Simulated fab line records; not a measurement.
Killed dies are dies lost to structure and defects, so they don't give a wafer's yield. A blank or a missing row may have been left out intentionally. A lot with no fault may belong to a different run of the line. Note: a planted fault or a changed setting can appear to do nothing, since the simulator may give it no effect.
fab line records -- flow sky130
[record] lots = 14, wafers = 42, last_day = 50
route steps=708 shown FIELD_ISO@1 NWELL@60 SONOS_ONO@173
lots with no fault: from the same line, run without faults
start_h: hours from the record's opening day to when the first of the lot's shown wafers began -- wait_h: how many hours have passed since the lot's step before this one -- " as in the row above -- L1.1+2: one row covering several wafers at once -- - no value, or no start was given -- * or withheld: withheld -- < > ~ a bound
route shown NAME@n: a module of which the file shows steps, and the number in the route of the first -- usual: the fault-free wafers' mean and standard deviation -- same: alike in all rows -- chamber/n: place in a boat -- sites: per-site readings -- _std_site: standard deviation across them -- _edge_site: the outer-site mean with the inner-site mean subtracted -- radius_mm: for every site, how far away it sits from the centre of the wafer -- mask NAME#n: copy n -- behind: tool/chamber where the wafer was last shaped -- hold: what put the lot on hold/how long, in hours/how the hold closed -- device: names the non-switching transistor (n, p or np) -- end of line: at the end of the route, the tests of the same wafers -- for a step that has no rows: nothing shown but its recipe -- killed: the dies lost at the first sort to structure and to defects; this is not the yield of the wafer -- map: per-die view of a wafer (x killed, . not killed, _ where there is no die)
set.NAME: the setting the step ran with; set.NAME@STEP: the setting that earlier step ran with -- model.NAME: the simulator's own value behind a step, which no gauge read
a sample of lots followed through the steps of the route, with each step as a table and each wafer as a row
services: a tool's chamber out of use, with start hour (start_h, from the record's first day; less than 0 if before it), hours out, and reason
[[steps]]
[step SKY_FIELD_ISO_BOW_MEAS_00]
[recipe] mode = bow
[usual] INCOMING_BOW = 0/7.1
lot.wafer,tool,chamber,start_h,wait_h,INCOMING_BOW[um]
L471.2,film_metro-01,-,10.02,-,3
L471.3,film_metro-01,-,10.02,-,8
L471.5,film_metro-01,-,10.02,-,4
L472.2,film_metro-01,-,15.02,-,2
L472.3,film_metro-01,-,15.02,-,-14
L472.4,film_metro-01,-,15.02,-,4
L473.1,film_metro-02,-,20.00,-,-4
L473.5,film_metro-02,-,20.00,-,-4
L473.6,film_metro-02,-,20.00,-,12
L474.2,film_metro-03,-,25.02,-,0
L474.5,film_metro-03,-,25.02,-,10
L474.6,film_metro-03,-,25.02,-,14
L475.2,film_metro-03,-,30.02,-,5
L475.3,film_metro-03,-,30.02,-,4
L475.4,film_metro-03,-,30.02,-,12
L476.1,film_metro-01,-,35.00,-,-3
L476.2,film_metro-01,-,35.00,-,1
L476.6,film_metro-01,-,35.00,-,2
L478.2,film_metro-03,-,45.02,-,2
L478.3,film_metro-03,-,45.02,-,1
L478.4,film_metro-03,-,45.02,-,0
L479.3,film_metro-01,-,50.04,-,6
L479.4,film_metro-01,-,50.04,-,-2
L479.5,film_metro-01,-,50.04,-,10
L487.4,film_metro-03,-,90.06,-,-3
L487.5,film_metro-03,-,90.06,-,-10
L487.6,film_metro-03,-,90.06,-,-4
L488.1,film_metro-03,-,95.00,-,-6
L488.2,film_metro-03,-,95.00,-,13
L488.6,film_metro-03,-,95.00,-,3
L490.2,film_metro-03,-,105.02,-,2
L490.3,film_metro-03,-,105.02,-,-6
L490.4,film_metro-03,-,105.02,-,1
L491.1,film_metro-02,-,110.00,-,0
L491.3,film_metro-02,-,110.00,-,-18
L491.6,film_metro-02,-,110.00,-,-9
L492.1,film_metro-03,-,115.00,-,-3
L492.5,film_metro-03,-,115.00,-,1
L492.6,film_metro-03,-,115.00,-,-1
L494.1,film_metro-01,-,125.00,-,-1
L494.2,film_metro-01,-,125.00,-,-9
L494.5,film_metro-01,-,125.00,-,-8
[step SKY_FIELD_ISO_THK_MEAS_02]
[recipe] reads = SiO2_of_FIELD_ISO_OXIDATION_01
[usual] FIELD_ISO_OXIDATION_00_THK = 12.00/0.25
lot.wafer,tool,chamber,start_h,wait_h,FIELD_ISO_OXIDATION_00_THK[nm]
L471.2,film_metro-02,-,13.08,0.0,11.49
L471.3,film_metro-02,-,13.08,0.0,11.57
L471.5,film_metro-02,-,13.08,0.0,11.31
L472.2,film_metro-02,-,17.33,0.0,11.56
L472.3,film_metro-02,-,17.33,0.0,11.52
L472.4,film_metro-02,-,17.33,0.0,11.84
L473.1,film_metro-02,-,22.07,0.0,12.10
L473.5,film_metro-02,-,22.07,0.0,12.11
L473.6,film_metro-02,-,22.07,0.0,12.13
L474.2,film_metro-01,-,26.64,0.0,11.96
L474.5,film_metro-01,-,26.64,0.0,12.10
L474.6,film_metro-01,-,26.64,0.0,11.93
L475.2,film_metro-02,-,32.74,0.0,11.77
L475.3,film_metro-02,-,32.74,0.0,11.60
L475.4,film_metro-02,-,32.74,0.0,11.78
L476.1,film_metro-01,-,37.03,0.0,11.76
L476.2,film_metro-01,-,37.03,0.0,11.79
L476.6,film_metro-01,-,37.03,0.0,11.72
L478.2,film_metro-01,-,46.64,0.0,12.03
L478.3,film_metro-01,-,46.64,0.0,12.00
L478.4,film_metro-01,-,46.64,0.0,12.05
L479.3,film_metro-02,-,52.57,0.0,11.81
L479.4,film_metro-02,-,52.57,0.0,11.84
L479.5,film_metro-02,-,52.57,0.0,11.87
L487.4,film_metro-02,-,91.66,0.0,11.97
L487.5,film_metro-02,-,91.66,0.0,12.02
L487.6,film_metro-02,-,91.66,0.0,11.90
L488.1,film_metro-03,-,97.29,0.0,12.08
L488.2,film_metro-03,-,97.29,0.0,12.07
L488.6,film_metro-03,-,97.29,0.0,11.95
L490.2,film_metro-02,-,106.67,0.0,11.89
L490.3,film_metro-02,-,106.67,0.0,12.02
L490.4,film_metro-02,-,106.67,0.0,11.99
L491.1,film_metro-02,-,112.48,0.0,11.78
L491.3,film_metro-02,-,112.48,0.0,11.80
L491.6,film_metro-02,-,112.48,0.0,12.10
L492.1,film_metro-02,-,118.89,0.0,11.98
L492.5,film_metro-02,-,118.89,0.0,12.10
L492.6,film_metro-02,-,118.89,0.0,12.12
L494.1,film_metro-02,-,127.33,0.0,12.30
L494.2,film_metro-02,-,127.33,0.0,12.24
L494.5,film_metro-02,-,127.33,0.0,12.18
[step SKY_NWELL_EXPOSE_07]
[recipe] mask_id = NWM, na = 0.6, source_shape = conventional, sigma_outer = 0.6, polarization = unpolarized, target_cd_nm = 840, dose_mj = 255
[usual] exposure_dose_mJ_cm2 = 255.01/0.24, focus_offset_nm = 0.0/0.5
lot.wafer,tool,chamber,start_h,wait_h,mask,exposure_dose_mJ_cm2,focus_offset_nm
L471.2,iline_stepper-02,0,76.67,-,NWM#0,254.69,0.0
L471.3,iline_stepper-02,0,76.67,-,NWM#0,254.76,0.4
L471.5,iline_stepper-02,0,76.67,-,NWM#0,254.98,-0.2
L472.2,iline_stepper-01,0,85.02,-,NWM#0,254.66,0.2
L472.3,iline_stepper-01,0,85.02,-,NWM#0,254.98,0.6
L472.4,iline_stepper-01,0,85.02,-,NWM#0,254.77,0.2
L473.1,iline_stepper-02,0,87.12,-,NWM#0,255.42,0.1
L473.5,iline_stepper-02,0,87.12,-,NWM#0,255.06,0.0
L473.6,iline_stepper-02,0,87.12,-,NWM#0,255.28,0.0
L474.2,iline_stepper-02,0,95.28,-,NWM#0,254.94,0.4
L474.5,iline_stepper-02,0,95.28,-,NWM#0,254.81,0.6
L474.6,iline_stepper-02,0,95.28,-,NWM#0,254.68,0.0
L475.2,iline_stepper-01,0,101.73,-,NWM#0,254.92,0.2
L475.3,iline_stepper-01,0,101.73,-,NWM#0,254.90,-0.2
L475.4,iline_stepper-01,0,101.73,-,NWM#0,254.45,-1.0
L476.1,iline_stepper-01,0,106.73,-,NWM#0,255.00,1.5
L476.2,iline_stepper-01,0,106.73,-,NWM#0,255.12,1.0
L476.6,iline_stepper-01,0,106.73,-,NWM#0,254.87,0.8
L478.2,iline_stepper-01,0,113.85,-,NWM#0,254.99,0.6
L478.3,iline_stepper-01,0,113.85,-,NWM#0,254.60,-0.3
L478.4,iline_stepper-01,0,113.85,-,NWM#0,255.49,-0.8
L479.3,iline_stepper-01,0,120.23,-,NWM#0,255.55,-0.3
L479.4,iline_stepper-01,0,120.23,-,NWM#0,255.57,0.6
L479.5,iline_stepper-01,0,120.23,-,NWM#0,255.35,0.5
L487.4,iline_stepper-01,-,170.81,-,NWM#0,-,-
L487.5,iline_stepper-01,-,170.81,-,NWM#0,-,-
L487.6,iline_stepper-01,-,170.81,-,NWM#0,-,-
L488.1,iline_stepper-02,-,175.01,-,NWM#0,-,-
L488.2,iline_stepper-02,-,175.01,-,NWM#0,-,-
L488.6,iline_stepper-02,-,175.01,-,NWM#0,-,-
L490.2,iline_stepper-02,0,188.33,-,NWM#0,254.97,-0.6
L490.3,iline_stepper-02,0,188.33,-,NWM#0,254.94,-0.1
L490.4,iline_stepper-02,0,188.33,-,NWM#0,254.97,-0.2
L491.1,iline_stepper-02,0,193.23,-,NWM#0,254.79,0.4
L491.3,iline_stepper-02,0,193.23,-,NWM#0,255.26,-0.3
L491.6,iline_stepper-02,0,193.23,-,NWM#0,254.93,0.5
L492.1,iline_stepper-02,0,198.43,-,NWM#0,254.73,0.6
L492.5,iline_stepper-02,0,198.43,-,NWM#0,254.97,0.7
L492.6,iline_stepper-02,0,198.43,-,NWM#0,254.66,0.5
L494.1,iline_stepper-01,0,207.13,-,NWM#0,255.35,-0.3
L494.2,iline_stepper-01,0,207.13,-,NWM#0,254.70,-0.3
L494.5,iline_stepper-01,0,207.13,-,NWM#0,254.60,0.0
[step SKY_SONOS_ONO_THK_MEAS_05]
[recipe] reads = SiO2_of_SONOS_ONO_CVD_04
[usual] SONOS_ONO_CVD_04_THK = 5.77/0.12
lot.wafer,tool,chamber,start_h,wait_h,SONOS_ONO_CVD_04_THK[nm]
L471.2,film_metro-02,-,253.88,0.0,5.72
L471.3,film_metro-02,-,253.88,0.0,5.57
L471.5,film_metro-02,-,253.88,0.0,5.66
L472.2,film_metro-02,-,263.53,0.0,5.71
L472.3,film_metro-02,-,263.53,0.0,5.54
L472.4,film_metro-02,-,263.53,0.0,5.69
L473.1,film_metro-01,-,270.88,0.0,5.81
L473.5,film_metro-01,-,270.88,0.0,5.84
L473.6,film_metro-01,-,270.88,0.0,5.77
L474.2,film_metro-02,-,279.28,0.0,5.76
L474.5,film_metro-02,-,279.28,0.0,5.68
L474.6,film_metro-02,-,279.28,0.0,5.71
L475.2,film_metro-02,-,289.03,0.0,5.72
L475.3,film_metro-02,-,289.03,0.0,5.76
L475.4,film_metro-02,-,289.03,0.0,5.85
L476.1,film_metro-03,-,295.37,0.0,5.88
L476.2,film_metro-03,-,295.37,0.0,5.74
L476.6,film_metro-03,-,295.37,0.0,5.73
L478.2,film_metro-03,-,303.46,0.0,5.63
L478.3,film_metro-03,-,303.46,0.0,5.50
L478.4,film_metro-03,-,303.46,0.0,5.58
L479.3,film_metro-03,-,312.02,0.0,5.81
L479.4,film_metro-03,-,312.02,0.0,5.86
L479.5,film_metro-03,-,312.02,0.0,5.81
L488.1,film_metro-02,-,397.12,0.1,5.73
L488.2,film_metro-02,-,397.12,0.1,5.80
L488.6,film_metro-02,-,397.12,0.1,5.82
L487.4,film_metro-01,-,397.15,0.1,6.02
L487.5,film_metro-01,-,397.15,0.1,5.92
L487.6,film_metro-01,-,397.15,0.1,5.98
L490.2,film_metro-01,-,408.25,0.0,5.65
L490.3,film_metro-01,-,408.25,0.0,5.76
L490.4,film_metro-01,-,408.25,0.0,5.74
L491.1,film_metro-02,-,422.09,0.0,5.77
L491.3,film_metro-02,-,422.09,0.0,5.70
L491.6,film_metro-02,-,422.09,0.0,5.79
L492.1,film_metro-03,-,422.09,0.0,5.90
L492.5,film_metro-03,-,422.09,0.0,5.89
L492.6,film_metro-03,-,422.09,0.0,5.81
L494.1,film_metro-03,-,436.29,0.0,5.48
L494.2,film_metro-03,-,436.29,0.0,5.79
L494.5,film_metro-03,-,436.29,0.0,5.71
[[services]]
tool,chamber,start_h,hours,kind
iline_stepper-02,-,113.01,0.8,repair
iline_stepper-01,0,174.26,-,calibration
iline_stepper-02,0,181.34,-,calibration
[[key]]
[first_sign] step = SKY_NWELL_EXPOSE_07, reading = tool_record, direction = missing
effect none on later readings
met_at SKY_NWELL_EXPOSE_07
struck_lots L487,L488
sort_left_out L487.4,L487.5,L487.6,L488.1,L488.2,L488.6
tester_left_out L487,L488
not_acting_at SKY_FIELD_ISO_BOW_MEAS_00,SKY_FIELD_ISO_THK_MEAS_02,SKY_SONOS_ONO_THK_MEAS_05
onset_between 120.23 170.81
[fault] kind = skipped_step_whole, tool = iline_stepper-01,iline_stepper-02, chamber = -, onset_h = 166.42, steps = SKY_NWELL_EXPOSE_07, scope = struck_lots_only
// tester_left_out: of these lots the tester's yield and bins aren't shown, on N5 and GAA mostly nor the transistor test; their killed dies are dies lost to structure and defects alone, not to doping, threshold or leakage, so they don't give the yield
// sort_left_out: the simulated sort isn't trusted on such a fault, so these wafers' sort isn't shown, and their yield isn't known
